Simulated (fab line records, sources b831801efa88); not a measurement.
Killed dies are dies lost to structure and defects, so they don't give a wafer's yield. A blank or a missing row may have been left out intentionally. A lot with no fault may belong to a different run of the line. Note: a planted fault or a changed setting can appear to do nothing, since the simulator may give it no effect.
Comparing a struck lot with a sound one :: flow sky130 :: 16 steps out of a route of 708
Sound: the wafers L971.1, L971.3, L971.5. Struck: wafers L977.2, L977.3, L977.6. The cause is named last.
At each step with rows: each side's tool, then ch and its chambers, then its first start. Under that, the readings that differ: sound wafers :: struck wafers :: difference of the means :: sigmas: that difference in standard deviations of wafers without a fault.
alike: same words and numbers on both sides, and readings whose means sit less than 2 such deviations apart. not compared: any withheld reading, any reading some wafer has no value for, any bound like >300 that may hide the same value, and any number with overlapping values for which the record gives no deviation.
The two part at a step that has a row with sigmas, a row that says differs or no value, or rows on one side only. Numbers that have no deviation but don't overlap get no sigmas and don't part them. A reading that every wafer of one side lacks parts them only if that side has two wafers or more.

first, 4 steps without rows for these wafers: SKY_LDD_N_IMPLANT_12; SKY_LDD_N_IMPLANT_13; SKY_LDD_N_IMPLANT_14; SKY_LDD_N_IMPLANT_15.
SKY_LDD_N_STRIP_16: strips in O2/N2.
  sound on plasma-asher-02 ch 0,1, day 24 01:36; struck on plasma-asher-02 ch 0,1, day 25 22:18
  alike: chamber-pressure-mTorr, drypump-motor-current-A, oes-product-au, strip-time-to-endpoint-s
  not compared: rf-hours-counter-h
SKY_LDD_N_TW_MEAS_17:
  sound on film-metro-04, day 24 01:42; struck on film-metro-03, day 25 22:25
  alike: LDD_N_TW
then, 6 steps without rows for these wafers: SKY_LDD_P_DEHYDRATE_00 (time 60 s); SKY_LDD_P_HMDS_01 (prime time 60 s); SKY_LDD_P_COAT_02 (resist thk 1140 nm); SKY_LDD_P_SOFTBAKE_03 (time 60 s); SKY_LDD_P_EXPOSE_04 (exposes mask PSDM, target cd 380 nm); SKY_LDD_P_PEB_05.
SKY_LDD_P_DEVELOP_06: develop time 60 s.
  sound on litho-track-02 ch 0, day 25 07:05; struck on litho-track-01 ch 0, day 27 03:20
SKY_LDD_P_CD_MEAS_07 targets a cd of 380 nm.
  sound on cd-sem-01, day 25 07:14; struck on cd-sem-02, day 27 03:46
reading: cd-nm (nm)
sound: 378.5 376.6 375.6
struck: 401.9 402.2 402.2
difference: +25.2
sigmas: +9
  not compared: hold
SKY_LDD_P_OVL_MEAS_08:
  sound on overlay-02, day 25 07:22; struck on overlay-01, day 27 05:34
reading: hold
sound: - - -
struck: await-dispo/1.7h/release await-dispo/1.7h/release await-dispo/1.7h/release
difference: no value on the sound wafers
sigmas: 
  alike: LDD_P_OVL
next, for these wafers, 1 step has no rows: SKY_PAD_OPEN_PROBE_99.

== WHERE THEY PART ==
First at SKY_LDD_P_CD_MEAS_07; last, within this record, at SKY_LDD_P_OVL_MEAS_08.

WHY: the cause the simulator had injected
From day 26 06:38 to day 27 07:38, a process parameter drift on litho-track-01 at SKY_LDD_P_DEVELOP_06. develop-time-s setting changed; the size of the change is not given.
